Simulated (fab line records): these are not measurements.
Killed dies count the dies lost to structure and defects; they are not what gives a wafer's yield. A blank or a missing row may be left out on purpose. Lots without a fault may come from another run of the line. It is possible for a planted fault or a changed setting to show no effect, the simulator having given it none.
The tool behind it: which one? ; flow sky130 ; 11 lots, 33 wafers sampled, at 3 steps of a route of 708

WHAT THE GAUGES SHOWED, per wafer
SKY_LI_CONTACT_RS_MEAS_22: uses a four-point probe to measure.
lot;measured;on;LI_CONTACT_W_RS (ohm/sq)
L641;day 29 10:38;film_metro-02;0.2875 0.2857 0.2837
L643;day 29 21:28;film_metro-02;0.2866 0.2890 0.2868
L644;day 30 03:49;film_metro-01;0.2832 0.2858 0.2882
L645;day 30 11:01;film_metro-02;0.2816 0.2823 0.2826
L650;day 32 05:07;film_metro-02;0.2825 0.2832 0.2845
L652;day 32 21:29;film_metro-02;0.2843 0.2835 0.2853
L653;day 33 05:10;film_metro-01;0.2843 0.2814 0.2815
L661;day 35 14:02;film_metro-02;0.2827 0.2883 0.2844
L662;day 35 23:07;film_metro-04;0.2877 0.2856 0.2874
L663;day 36 05:14;film_metro-04;0.2868 0.2856 0.2873
L664;day 36 10:47;film_metro-02;0.2877 0.2875 0.2873

SKY_LOCAL_INTERCONNECT_RS_MEAS_01: uses a four-point probe to measure.
lot;measured;on;LOCAL_INTERCONNECT_TIN_RS (ohm/sq)
L641;day 29 11:10;film_metro-03;14.08 14.12 14.23
L643;day 29 22:00;film_metro-03;14.23 14.22 14.30
L644;day 30 04:21;film_metro-03;13.88 14.02 13.91
L645;day 30 11:34;film_metro-02;14.09 13.94 14.10
L650;day 32 05:40;film_metro-04;14.22 14.33 14.33
L652;day 32 22:02;film_metro-02;14.29 14.27 14.30
L653;day 33 05:43;film_metro-04;14.00 14.19 14.13
L661;day 35 14:46;film_metro-02;14.04 14.07 14.08
L662;day 35 23:40;film_metro-04;14.01 13.95 14.07
L663;day 36 05:47;film_metro-02;14.23 14.11 14.10
L664;day 36 11:20;film_metro-03;13.86 14.04 14.14

SKY_CONTACT_THK_MEAS_03.
lot;measured;on;CONTACT_HDPCVD_THK (nm)
L641;day 30 16:08;film_metro-01;562 568 566
L643;day 31 03:08;film_metro-03;568 564 564
L644;day 31 09:41;film_metro-03;568 571 567
L645;day 31 17:04;film_metro-03;560 563 560
L650;day 33 09:40;film_metro-03;550 550 550
L652;day 34 01:09;film_metro-04;560 559 562
L653;day 34 09:34;film_metro-01;567 574 562
L661;day 36 18:29;film_metro-03;572 581 574
L662;day 37 03:16;film_metro-01;551 561 558
L663;day 37 08:53;film_metro-03;568 563 573
L664;day 37 14:27;film_metro-04;573 579 570

WHICH TOOL RAN EACH LOT (tool, then ch and the chambers of the sampled wafers, then the start)
There is no process step in the record ahead of these readings.

AS READ BY THE TOOLS THEMSELVES (means over the sampled wafers that have a number; for cases with no such wafer, the mark the record gives instead)
The record holds no such reading with a usual standard deviation.

THE ANSWER, worked out from the rows above alone
Rule: the usual values come from the lots themselves. The widest of any qualifying gaps counts: lots, ordered by their means at a reading, are off when they make up no more than a third of the lots, leave a main group of 4 or more, and stand apart from it by 3 or more times the standard deviation of that group's means. A main group is skipped when, at the precision printed for the reading in the tables above, its means are all equal. Also off: a lot with no number at a reading for which 4 or more lots have one. Where the step has rows for the other lots, those lots are counted as sound. After the gauges, taken in route order, come the tools' own readings; for these a lot's mean is taken, as printed above. At the first step where some lot is off, the reading lying furthest off is the one used; lots without a number count as furthest.
Across all readings shown, no lot is off: no conclusion can be drawn from this.

WHAT WAS PUT IN BY THE SIMULATOR
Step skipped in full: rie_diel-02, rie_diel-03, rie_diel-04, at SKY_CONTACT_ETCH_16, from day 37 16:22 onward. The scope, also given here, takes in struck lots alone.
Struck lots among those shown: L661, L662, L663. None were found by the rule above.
